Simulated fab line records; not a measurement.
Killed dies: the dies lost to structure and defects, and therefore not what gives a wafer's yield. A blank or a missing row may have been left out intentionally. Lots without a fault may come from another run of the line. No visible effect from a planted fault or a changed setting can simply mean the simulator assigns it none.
Which tool did it? -- flow sky130 -- Sampling: 12 lots, 36 wafers, 4 of 708 route steps

WHAT EACH GAUGE READ, for each wafer
SKY_LOCAL_INTERCONNECT_OVL_MEAS_12. Usual: for LOCAL_INTERCONNECT_OVL the level is 1 nm and the standard deviation is 4.6.
lot,measured,on,LOCAL_INTERCONNECT_OVL (nm),flag
L815,day 34 21:53,overlay-01,-2 2 -4,
L817,day 35 18:23,overlay-01,1 6 -4,
L818,day 36 01:50,overlay-01,1 -4 -1,
L819,day 36 07:14,overlay-02,-3 -1 3,
L820,day 36 13:00,overlay-02,-3 -4 0,
L821,day 36 13:34,overlay-02,8 -9 2,
L823,day 37 03:36,overlay-01,11 17 7,
L825,day 38 07:06,overlay-02,-2 7 2,
L824,day 39 11:15,overlay-01,0 2 -3,

WHICH TOOL RAN EACH LOT (tool, then ch and the chambers of the sampled wafers, then the start)
lot,SKY_LI_CONTACT_ETCH_14,SKY_LI_CONTACT_SPUTTER_19,SKY_LI_CONTACT_SPUTTER_20
L807,"rie_diel-03 ch 0,2,3, day 31 15:59","pvd_sputter-01, day 31 16:25","pvd_sputter-01, day 31 16:29"
L808,"rie_diel-04 ch 1,2, day 31 16:07","pvd_sputter-02, day 31 16:32","pvd_sputter-02, day 31 16:37"
L809,"rie_diel-02 ch 0,2,3, day 31 16:46","pvd_sputter-03, day 31 17:13","pvd_sputter-03, day 31 17:17"
L815,"rie_diel-04 ch 1,2,3, day 33 17:34","pvd_sputter-01, day 33 17:59","pvd_sputter-01, day 33 18:04"
L817,"rie_diel-04 ch 2,3, day 34 14:41","pvd_sputter-01, day 34 15:07","pvd_sputter-01, day 34 15:11"
L818,"rie_diel-04 ch 0,1,2, day 34 22:23","pvd_sputter-01, day 34 22:49","pvd_sputter-01, day 34 22:53"
L819,"rie_diel-03 ch 0,1,2, day 35 04:19","pvd_sputter-03, day 35 04:46","pvd_sputter-03, day 35 04:50"
L820,"rie_diel-02 ch 1,3, day 35 09:53","pvd_sputter-03, day 35 10:19","pvd_sputter-03, day 35 10:23"
L821,"rie_diel-03 ch 2,3, day 35 10:50","pvd_sputter-01, day 35 11:16","pvd_sputter-01, day 35 11:21"
L823,"rie_diel-02 ch 0,3, day 36 00:53","pvd_sputter-03, day 36 01:19","pvd_sputter-03, day 36 01:23"
L825,"rie_diel-03 ch 0,1,2, day 37 03:32","pvd_sputter-03, day 37 03:58","pvd_sputter-03, day 37 04:02"
L824,"rie_diel-04 ch 0,1,3, day 38 08:55","pvd_sputter-03, day 38 09:22","pvd_sputter-03, day 38 09:26"
- SKY_LI_CONTACT_ETCH_14: etches BARC in N2/H2, stops on SiO2, time 45.9 s, target depth 60 nm.
- SKY_LI_CONTACT_SPUTTER_19: material Ti, target thk 20 nm, time 106.37 s.
- SKY_LI_CONTACT_SPUTTER_20: material TiN, target thk 20 nm, time 80 s.

AS READ BY THE TOOLS THEMSELVES (means over the sampled wafers that have a number; for cases with no such wafer, the mark the record gives instead)
SKY_LI_CONTACT_ETCH_14. Usual: bias_w 100.0 W, standard deviation 0.32; drypump_motor_current_A 5.6 A, standard deviation 0.35; oes_product_au 0.854 a.u., standard deviation 0.0048; throttle_valve_pct 13.226 %, standard deviation 0.0095.
lot,tool,bias_w (W),drypump_motor_current_A (A),oes_product_au (a.u.),throttle_valve_pct (%),flag
L807,rie_diel-03,100.5,5.4,0.856,13.227,
L808,rie_diel-04,100.2,5.7,0.859,13.223,
L809,rie_diel-02,100.0,5.9,0.856,13.224,
L815,rie_diel-04,100.2,5.3,0.854,13.221,
L817,rie_diel-04,100.3,5.3,0.853,13.225,
L818,rie_diel-04,99.9,5.7,0.855,13.234,
L819,rie_diel-03,100.2,5.4,0.856,13.221,
L820,rie_diel-02,100.4,6.0,0.852,13.221,
L821,rie_diel-03,100.0,5.4,0.858,13.228,
L823,rie_diel-02,100.0,6.0,0.856,13.227,
L825,rie_diel-03,99.8,5.4,0.856,13.231,
L824,rie_diel-04,99.8,5.4,0.854,13.228,

SKY_LI_CONTACT_SPUTTER_19. Usual: cathode_dc_power_W 2500.0 W, standard deviation 0.42; chamber_pressure_pa 4.999 Pa, standard deviation 0.01; throttle_valve_pct 30.7 %, standard deviation 1.2.
lot,tool,cathode_dc_power_W (W),chamber_pressure_pa (Pa),throttle_valve_pct (%),flag
L807,pvd_sputter-01,2500.1,4.999,30.2,
L808,pvd_sputter-02,2500.1,5.002,30.4,
L809,pvd_sputter-03,2500.1,4.995,30.7,
L815,pvd_sputter-01,2500.1,4.997,30.0,
L817,pvd_sputter-01,2499.9,5.001,30.3,
L818,pvd_sputter-01,2499.6,4.993,29.8,
L819,pvd_sputter-03,2500.2,5.002,31.3,
L820,pvd_sputter-03,2500.3,4.998,31.3,
L821,pvd_sputter-01,2499.9,4.997,30.0,
L823,pvd_sputter-03,2500.1,5.009,32.0,
L825,pvd_sputter-03,2500.0,4.996,31.3,
L824,pvd_sputter-03,2499.9,4.996,31.2,

SKY_LI_CONTACT_SPUTTER_20. Usual: cathode_dc_power_W 4000.1 W, standard deviation 0.68; chamber_pressure_pa 5.001 Pa, standard deviation 0.0092; throttle_valve_pct 30.7 %, standard deviation 1.2.
lot,tool,cathode_dc_power_W (W),chamber_pressure_pa (Pa),throttle_valve_pct (%),flag
L807,pvd_sputter-01,-,-,-,OFF
L808,pvd_sputter-02,-,-,-,OFF
L809,pvd_sputter-03,-,-,-,OFF
L815,pvd_sputter-01,3999.1,5.006,29.9,
L817,pvd_sputter-01,4001.2,4.996,30.3,
L818,pvd_sputter-01,4000.2,4.998,29.9,
L819,pvd_sputter-03,4000.2,5.006,31.2,
L820,pvd_sputter-03,3999.7,5.004,31.2,
L821,pvd_sputter-01,4000.5,5.004,30.0,
L823,pvd_sputter-03,4000.3,5.002,31.9,
L825,pvd_sputter-03,4000.2,4.999,31.2,
L824,pvd_sputter-03,3999.7,5.002,31.3,

THE ANSWER, worked out from the rows above alone
Rule: a lot counts as off when the mean over its wafers that have a number is more than 3 standard deviations away from the usual mean. A lot without any number at a reading at which 4 lots or more have one is off too. All remaining lots with rows at the step are treated as sound. First the gauges in route order, then the tools' own readings, where a lot's mean is used as printed above. At the first step where some lot is off, the reading lying furthest off is the one used; lots without a number count as furthest.
Off, at SKY_LI_CONTACT_SPUTTER_20 on cathode_dc_power_W: L807, L808, L809. Without a number there: L807, L808, L809.
If a tool, at that step or one of the process steps before it, ran each lot that is off and ran no sound lot following the first of them, it fits. No candidate that was tried fits.

WHAT THE SIMULATOR HAD PUT IN
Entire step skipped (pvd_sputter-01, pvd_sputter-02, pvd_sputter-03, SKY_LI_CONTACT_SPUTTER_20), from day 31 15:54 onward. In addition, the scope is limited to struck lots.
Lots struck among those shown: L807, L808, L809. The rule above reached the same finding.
